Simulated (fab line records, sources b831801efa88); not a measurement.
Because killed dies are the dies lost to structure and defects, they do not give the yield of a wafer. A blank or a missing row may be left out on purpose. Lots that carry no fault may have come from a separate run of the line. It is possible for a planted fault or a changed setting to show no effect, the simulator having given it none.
The same fault as seen by 2 desks    flow gf180mcu    numbers are kept per desk, each desk with only its own; the story behind them comes last

## FROM THE METROLOGY DESK
Lot by lot, what the gauges showed, no matter which tool ran the lot: averages of those sampled wafers that carry a number. If a lot's mean is further than 4 standard deviations from the usual mean, the lot is out of limits and carries the mark OUT (the distance appears in the brackets). Of its 10 readings 7 are shown: those that lie furthest out on some lot.
Columns: A = V1_OVL at GF_V1_OVL_MEAS_15, usual -2 nm; B = V1_W_RS at GF_V1_RS_MEAS_24, usual 0.330 ohm/sq; C = V1_W_THK at GF_V1_THK_MEAS_25, usual 354 nm; D = M2_ALCU_RS at GF_M2_RS_MEAS_05, usual 0.0701 ohm/sq; E = M2_ALCU_THK at GF_M2_THK_MEAS_06, usual 447 nm; F = cd_nm at GF_M2_CD_MEAS_14, usual 280.0 nm; G = M2_OVL at GF_M2_OVL_MEAS_15, usual 0 nm
lot   first seen here  A   B      C    D       E    F      G
L796  day 18 07:06     4   0.331  351  0.0699  449  279.2  3
L805  day 21 10:32     -3  0.334  352  0.0697  453  282.2  -2
L808  day 22 17:05     -6  0.331  356  0.0714  438  280.7  4
L814  day 24 15:59     10  0.328  356  0.0705  443  280.5  0
L819  day 26 07:10     -8  0.325  364  0.0708  439  280.8  -9
This desk's verdict: no lot among the 5 shows anything out of limits.

## TOOL OWNER'S DESK, pvd_sputter-02
The tool's own readings at GF_V1_SPUTTER_22 (material TiN, target thk 10 nm, time 40 s): means of the sampled wafers that have a number, for each lot that ran on this tool. If a lot's mean is further than 4 standard deviations from the usual mean, the lot is out of limits and carries the mark OUT (the distance appears in the brackets).
Columns: A = throttle_valve_pct at GF_V1_SPUTTER_22, usual 30.3 %
lot   first seen here  A
L805  day 21 11:26     29.9
L814  day 24 16:52     30.0
L819  day 26 08:22     30.5
This desk's verdict: no lot among the 3 shows anything out of limits.

## BROUGHT TOGETHER
Nothing out of limits was seen by the metrology desk.
The desk of the tool owner found nothing out of limits.

## WHAT HAD BEEN PUT IN BY THE SIMULATOR
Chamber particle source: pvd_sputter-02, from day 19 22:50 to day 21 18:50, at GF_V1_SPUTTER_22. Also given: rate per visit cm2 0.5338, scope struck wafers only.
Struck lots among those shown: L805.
